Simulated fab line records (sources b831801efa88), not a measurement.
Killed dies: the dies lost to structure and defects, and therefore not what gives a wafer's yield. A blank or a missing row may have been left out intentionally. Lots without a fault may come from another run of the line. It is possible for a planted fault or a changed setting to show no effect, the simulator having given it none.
Chamber matching -- flow sfq line -- SFQ_TRILAYER_I4_DEP_PECVD_099 on pecvd-02 has 3 sister chambers
The step deposits SiO2 from SiH4/N2O, time 111.11 s, target thk 500 nm. 3 wafers are shown with their chamber, then 7 later ones without.

## WAFERS PAIRED WITH THEIR CHAMBERS
wafer,chamber,heater power w (W)
L315.3,2,102
L318.1,1,85
L318.3,0,81

## WAFERS MISSING THEIR CHAMBER
wafer,heater power w (W)
L318.4,85
L319.3,79
L319.5,94
L319.6,75
L320.4,102
L320.5,68
L320.6,73

## EACH ONE'S CHAMBER
wafer,from the rows above,in truth
L318.4,can't be placed: 1 or 0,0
L319.3,can't be placed: 0 or 1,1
L319.5,can't be placed: 2 or 1 or 0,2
L319.6,can't be placed: 0 or 1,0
L320.4,2,2
L320.5,can't be placed: 0 or 1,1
L320.6,can't be placed: 0 or 1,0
Placed correctly: 1 of 7. These rows do not allow placing 6 (true chamber among the candidates in 6). Wrongly placed: 0.
How it was worked out, from the rows above alone: a wafer's distance from a chamber is the root of the sum, over the readings, of the square of ((its reading less the chamber's mean) divided by the reading's scatter). The wafer belongs to the nearest chamber; if the next one is less than 2 further off, it can't be placed. The mean given for a chamber averages the wafers shown for that chamber. The scatter: root of mean squared gap, hidden wafer to nearest shown wafer, with one shown wafer a chamber.
